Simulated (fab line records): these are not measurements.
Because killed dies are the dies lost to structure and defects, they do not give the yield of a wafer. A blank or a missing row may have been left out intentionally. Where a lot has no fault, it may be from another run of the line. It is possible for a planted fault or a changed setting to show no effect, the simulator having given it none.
Which of the tools did it? -- flow gf180mcu -- 12 lots, 36 wafers sampled, at 4 steps of a route of 602

== WHAT THE GAUGES READ, wafer by wafer ==
GF_HV_LDD_THK_MEAS_57. Usual: for HV_LDD_CVD_56_THK the level is 89.7 nm and the standard deviation is 0.85.
lot,measured,on,HV_LDD_CVD_56_THK (nm),flag
L484,day 13 00:13,filmMetro-04,88.9 88.7 89.7,
L485,day 13 07:31,filmMetro-01,90.4 90.5 89.9,
L487,day 13 21:17,filmMetro-01,89.4 89.6 89.6,
L488,day 14 13:19,filmMetro-01,89.2 89.5 89.3,
L490,day 15 09:13,filmMetro-03,89.9 89.8 89.7,
L491,day 16 03:16,filmMetro-04,90.4 90.6 90.3,
L492,day 16 16:05,filmMetro-01,89.4 89.4 89.5,
L494,day 16 22:55,filmMetro-03,89.3 90.0 90.4,
L497,day 17 22:32,filmMetro-03,91.0 91.3 91.3,
L500,day 18 13:22,filmMetro-01,97.4 98.1 97.1 97.4 98.1 97.2,OFF
L501,day 18 21:04,filmMetro-01,97.3 97.4 97.1 97.3 97.4 97.0,OFF
L505,day 20 04:04,filmMetro-04,89.4 89.1 89.9,

GF_V1_BOW_MEAS_05. Usual: for V1_BOW the level is 84 um and the standard deviation is 7.
lot,measured,on,V1_BOW (um),flag
L484,day 17 17:02,filmMetro-04,81 81 91,
L485,day 18 02:20,filmMetro-04,88 89 93,
L487,day 18 17:26,filmMetro-04,77 87 85,
L488,day 19 12:27,filmMetro-02,80 80 76,
L490,day 20 10:50,filmMetro-03,92 83 93,
L491,day 21 05:05,filmMetro-03,86 84 89,
L492,day 21 19:28,filmMetro-03,80 80 84,
L494,day 22 00:58,filmMetro-02,94 91 77,
L497,day 23 01:18,filmMetro-03,82 82 85,
L500,day 23 17:00,filmMetro-02,88 93 88,
L501,day 23 23:54,filmMetro-03,72 80 74,
L505,day 25 05:55,filmMetro-03,101 85 88,

== TOOL THAT RAN EACH LOT (tool first, then ch and the chambers of the sampled wafers, then the start) ==
lot,GF_HV_LDD_CVD_56,GF_HV_LDD_ETCHBACK_58
L484,"lpcvd-01 ch 1, day 12 22:47","rieDiel-01 ch 0,3, day 13 00:16"
L485,"lpcvd-02 ch 1, day 13 06:05","rieDiel-01 ch 2,3, day 13 07:34"
L487,"lpcvd-02 ch 1, day 13 19:50","rieDiel-04 ch 1,2, day 13 21:19"
L488,"lpcvd-02 ch 0, day 14 11:53","rieDiel-04 ch 0,1,3, day 14 13:22"
L490,"lpcvd-01 ch 1, day 15 07:47","rieDiel-01 ch 0,3, day 15 09:16"
L491,"lpcvd-01 ch 1, day 16 01:50","rieDiel-02 ch 0,2, day 16 03:19"
L492,"lpcvd-01 ch 0, day 16 14:38","rieDiel-02 ch 1,2, day 16 16:08"
L494,"lpcvd-01 ch 1, day 16 21:29","rieDiel-04 ch 0,2, day 16 22:58"
L497,"lpcvd-02 ch 1, day 17 21:05","rieDiel-01 ch 0,1, day 17 22:35"
L500,"lpcvd-02 ch 0, day 18 11:56","rieDiel-02 ch 0,1,2, day 18 15:40"
L501,"lpcvd-02 ch 0, day 18 19:38","rieDiel-04 ch 0,1,2, day 19 02:07"
L505,"lpcvd-01 ch 0, day 20 02:38","rieDiel-04 ch 0,1, day 20 04:07"
- GF_HV_LDD_CVD_56: deposits Si3N4 from DCS/NH3, target thk 90 nm, time 1543 s.
- GF_HV_LDD_ETCHBACK_58: etches Si3N4 in CH3F/O2, stops on SiO2, time 100 s, target depth 90 nm.

== AS READ BY THE TOOLS THEMSELVES (means over the sampled wafers that have a number; for cases with no such wafer, the mark the record gives instead) ==
GF_HV_LDD_ETCHBACK_58. Usual: O2_flow_sccm 30.01 sccm, standard deviation 0.09; biasW 79.96 W, standard deviation 0.24; drypumpMotorCurrentA 5.7 A, standard deviation 0.53; oesProductAu 0.841 a.u., standard deviation 0.0065; throttleValvePct 10.561 %, standard deviation 0.0095.
lot,tool,O2_flow_sccm (sccm),biasW (W),drypumpMotorCurrentA (A),oesProductAu (a.u.),throttleValvePct (%),flag
L484,rieDiel-01,29.93,79.79,5.2,0.836,10.556,
L485,rieDiel-01,30.04,80.02,5.6,0.844,10.566,
L487,rieDiel-04,30.13,79.86,6.0,0.838,10.561,
L488,rieDiel-04,30.05,80.03,5.4,0.842,10.559,
L490,rieDiel-01,30.06,79.87,5.6,0.842,10.566,
L491,rieDiel-02,29.97,80.21,6.2,0.843,10.569,
L492,rieDiel-02,29.95,79.93,6.0,0.839,10.546,
L494,rieDiel-04,30.09,80.10,5.4,0.845,10.557,
L497,rieDiel-01,30.09,80.23,5.5,0.849,10.566,
L500,rieDiel-02,29.99,79.83,6.1,0.881,10.563,OFF
L501,rieDiel-04,30.00,80.24,5.8,0.879,10.575,OFF
L505,rieDiel-04,30.02,79.94,6.0,0.843,10.559,

== THE ANSWER, worked out from the rows above alone ==
Rule: lot off if the mean of its wafers having a number is beyond 3 standard deviations from the usual mean. Also off: a lot with no number at a reading for which 4 or more lots have one. Where the step has rows for the other lots, those lots are counted as sound. After the gauges, taken in route order, come the tools' own readings; for these a lot's mean is taken, as printed above. The first step at which some lot is off is used, and at that step the reading that is off furthest; a lot without a number counts as furthest.
Off: at GF_HV_LDD_THK_MEAS_57 (HV_LDD_CVD_56_THK), L500, L501.
If a tool, at a process step before that reading, ran all the lots that are off and no sound lot after the first of them, it fits. The gauges at GF_HV_LDD_THK_MEAS_57 aren't tried: what is off there is off at GF_HV_LDD_ETCHBACK_58 too, on other tools, and a gauge's error can't cause that. One candidate fits, namely lpcvd-02 at GF_HV_LDD_CVD_56. Its last sound lot is L497 (day 17 21:05), its first lot that is off L500 (day 18 11:56): a fault that began between those two fits.

== WHAT WAS PUT IN BY THE SIMULATOR ==
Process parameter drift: lpcvd-02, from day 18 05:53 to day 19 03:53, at GF_HV_LDD_CVD_56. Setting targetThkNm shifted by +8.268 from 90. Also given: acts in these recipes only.
Shown lots that were struck: L500, L501. The rule above found the same.
